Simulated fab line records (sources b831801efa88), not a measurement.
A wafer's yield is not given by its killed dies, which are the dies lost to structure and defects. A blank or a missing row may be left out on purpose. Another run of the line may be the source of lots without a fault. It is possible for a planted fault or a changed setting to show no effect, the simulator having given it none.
What tool caused it?    flow gf180mcu    13 lots, 39 wafers sampled, at 6 steps of a route of 602

WHAT THE GAUGES READ, wafer by wafer
GF_VT_IMPLANT_RS_MEAS_46: measures by four-point-probe. Usual: MVSD_RS gives 456.8 ohm/sq (standard deviation 1.1).
lot   measured      on             MVSD_RS (ohm/sq)   flag
L604  day 7 18:49   film metro-03  456.5 456.7 455.5  
L605  day 7 21:58   film metro-03  457.9 456.3 456.7  
L606  day 8 05:44   film metro-01  457.8 458.3 457.8  
L608  day 8 20:49   film metro-01  457.2 457.0 457.0  
L609  day 8 23:37   film metro-01  455.7 456.3 455.4  
L610  day 9 07:58   film metro-03  456.4 457.9 457.6  
L611  day 9 09:11   film metro-03  458.0 458.9 459.3  
L613  day 10 05:26  film metro-02  458.6 457.4 457.1  
L614  day 10 10:34  film metro-02  456.3 457.7 456.7  
L619  day 11 19:14  film metro-02  457.2 457.8 456.9  
L621  day 12 08:13  film metro-01  455.0 456.8 456.5  
L622  day 12 15:21  film metro-02  458.6 458.7 458.8  
L624  day 13 04:08  film metro-02  456.0 455.6 456.4  

GF_HV_LDD_TW_MEAS_38. Usual: HV_LDD_3_TW gives 1437 (standard deviation 12).
lot   measured      on             HV_LDD_3_TW     flag
L604  day 11 20:10  film metro-03  1434 1428 1425  
L605  day 11 21:26  film metro-03  1420 1429 1431  
L606  day 12 09:28  film metro-03  1422 1415 1422  
L608  day 13 03:33  film metro-02  1427 1435 1439  
L609  day 13 05:32  film metro-03  1425 1427 1426  
L610  day 13 15:36  film metro-01  1456 1461 1457  
L611  day 13 16:31  film metro-01  1457 1451 1455  
L613  day 14 17:43  film metro-03  1425 1429 1422  
L614  day 14 23:59  film metro-02  1432 1441 1431  
L619  day 16 14:04  film metro-03  1423 1412 1421  
L621  day 17 04:29  film metro-02  1463 1467 1465  
L622  day 17 13:31  film metro-03  1469 1469 1473  
L624  day 18 06:26  film metro-03  1426 1427 1430  

GF_HV_LDD_TW_MEAS_50. Usual: HV_LDD_4_TW gives 573 (standard deviation 5.2).
lot   measured      on             HV_LDD_4_TW  flag
L604  day 12 15:38  film metro-01  582 581 583  
L605  day 12 16:50  film metro-03  569 567 566  
L606  day 13 05:16  film metro-02  572 568 573  
L608  day 13 23:19  film metro-03  567 569 568  
L609  day 14 01:39  film metro-01  579 580 579  
L610  day 14 12:03  film metro-03  570 572 566  
L611  day 14 13:19  film metro-01  578 579 582  
L613  day 15 15:56  film metro-03  569 572 569  
L614  day 15 22:23  film metro-03  567 567 569  
L619  day 17 13:23  film metro-02  570 572 571  
L621  day 18 03:52  film metro-02  576 570 572  
L622  day 18 13:34  film metro-02  573 573 570  
L624  day 19 06:23  film metro-01  585 583 585  

GF_HV_LDD_RS_MEAS_53: measures by four-point-probe. Usual: HV_LDD_RS gives 412.7 ohm/sq (standard deviation 0.79).
lot   measured      on             HV_LDD_RS (ohm/sq)                   flag
L604  day 12 15:49  film metro-01  412.5 412.7 412.9                    
L605  day 12 17:02  film metro-03  414.2 415.0 414.2                    
L606  day 13 05:28  film metro-02  413.2 411.9 412.4                    
L608  day 13 23:30  film metro-01  412.5 413.2 412.2                    
L609  day 14 01:49  film metro-01  411.4 411.0 411.2                    
L610  day 14 12:16  film metro-03  411.2 411.7 412.5                    
L611  day 14 13:30  film metro-03  412.9 413.2 413.4                    
L613  day 15 16:08  film metro-01  413.5 412.5 412.0                    
L614  day 15 22:34  film metro-01  413.2 412.4 412.4                    
L619  day 17 13:34  film metro-02  413.7 412.4 414.2                    
L621  day 18 04:03  film metro-02  407.2 406.9 407.0 407.1 406.3 407.5  OFF
L622  day 18 13:44  film metro-03  407.1 406.7 407.9 407.6 406.9 408.0  OFF
L624  day 19 06:35  film metro-03  412.5 412.4 412.9                    

GF_SAB_OVL_MEAS_10. Usual: SAB_OVL gives -0.8 nm (standard deviation 1.5).
lot   measured      on          SAB_OVL (nm)    flag
L604  day 15 07:24  overlay-01  1.7 0.7 1.3     
L605  day 15 09:21  overlay-01  -0.3 -1.3 -1.3  
L606  day 16 00:38  overlay-02  0.8 -0.7 -0.5   
L608  day 16 19:53  overlay-01  -1.0 -2.3 -1.9  
L609  day 16 21:44  overlay-01  -0.5 -2.0 -0.1  
L610  day 17 09:18  overlay-01  0.2 0.5 -0.4    
L611  day 17 11:45  overlay-02  -0.5 -0.5 -0.9  
L613  day 18 14:54  overlay-02  -0.3 -0.2 -0.1  
L614  day 18 22:53  overlay-01  -0.9 -2.7 -2.6  
L619  day 20 17:07  overlay-01  -2.0 -2.3 -2.0  
L621  day 21 07:47  overlay-01  -2.5 -1.8 -1.3  
L622  day 21 17:29  overlay-02  -0.6 -1.3 0.5   
L624  day 22 10:02  overlay-02  -0.5 -2.2 0.0   

WHAT TOOL EACH LOT RAN ON (gives the tool, then ch and the chambers of the sampled wafers, and finally the start)
lot   GF_HV_LDD_IMPLANT_34
L604  implanter-03 ch 0, day 11 19:37
L605  implanter-02 ch 0, day 11 20:55
L606  implanter-01 ch 0, day 12 08:57
L608  implanter-02 ch 0, day 13 03:00
L609  implanter-02 ch 0, day 13 04:55
L610  implanter-02 ch 0, day 13 15:06
L611  implanter-03 ch 0, day 13 15:59
L613  implanter-02 ch 0, day 14 17:12
L614  implanter-03 ch 0, day 14 23:26
L619  implanter-01 ch 0, day 16 13:32
L621  implanter-01 ch 0, day 17 03:56
L622  implanter-01 ch 0, day 17 12:58
L624  implanter-02 ch 0, day 18 05:55
- GF_HV_LDD_IMPLANT_34

WHAT THE TOOLS THEMSELVES READ (means of the sampled wafers that have a number; where no wafer has one, the mark that the record gives instead)
GF_HV_LDD_IMPLANT_34. Usual: dose ions cm2 7.502e+12, standard deviation 7e+09; faraday current uA 42.4, standard deviation 0.84.
lot   tool          dose ions cm2  faraday current uA  flag
L604  implanter-03  7.494e+12      42.4                
L605  implanter-02  7.510e+12      42.4                
L606  implanter-01  7.508e+12      42.5                
L608  implanter-02  7.507e+12      42.4                
L609  implanter-02  7.503e+12      42.3                
L610  implanter-02  7.501e+12      42.3                
L611  implanter-03  7.506e+12      43.2                
L613  implanter-02  7.498e+12      42.2                
L614  implanter-03  7.502e+12      41.7                
L619  implanter-01  7.497e+12      43.0                
L621  implanter-01  9.831e+12      55.4                OFF
L622  implanter-01  9.838e+12      55.4                OFF
L624  implanter-02  7.498e+12      42.2                

THE ANSWER, worked out from the rows above alone
Rule: take the mean of a lot's wafers that have a number; if it is more than 3 standard deviations from the usual mean, the lot is off. A lot without any number at a reading at which 4 lots or more have one is off too. Any other lot the step has rows for is counted as sound. After the gauges, taken in route order, come the tools' own readings; for these a lot's mean is taken, as printed above. The first step at which some lot is off is used, and at that step the reading that is off furthest; a lot without a number counts as furthest.
Off: L621, L622, seen at GF_HV_LDD_RS_MEAS_53 (HV_LDD_RS).
If a tool, at a process step before that reading, ran all the lots that are off and no sound lot after the first of them, it fits. The gauges at GF_HV_LDD_RS_MEAS_53 aren't tried: what is off there is off at GF_HV_LDD_IMPLANT_34 too, on other tools, and a gauge's error can't cause that. One candidate fits, namely implanter-01 at GF_HV_LDD_IMPLANT_34. Its last sound lot is L619 (day 16 13:32), its first lot that is off L621 (day 17 03:56): a fault that began between those two fits.
The tool's own readings at GF_HV_LDD_IMPLANT_34 bear it out: on the lots that are off they differ by more than 5 times the standard deviation of the sound lots' means. dose ions cm2 reads 9.834e+12 there against 7.502e+12 on the sound lots; faraday current uA reads 55.4 there against 42.4 on the sound lots.

WHAT THE SIMULATOR PUT IN
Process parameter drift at GF_HV_LDD_IMPLANT_34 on implanter-01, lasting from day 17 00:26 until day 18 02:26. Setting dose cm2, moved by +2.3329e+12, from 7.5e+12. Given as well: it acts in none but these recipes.
Lots struck among those shown: L621, L622. Same finding as the rule above.
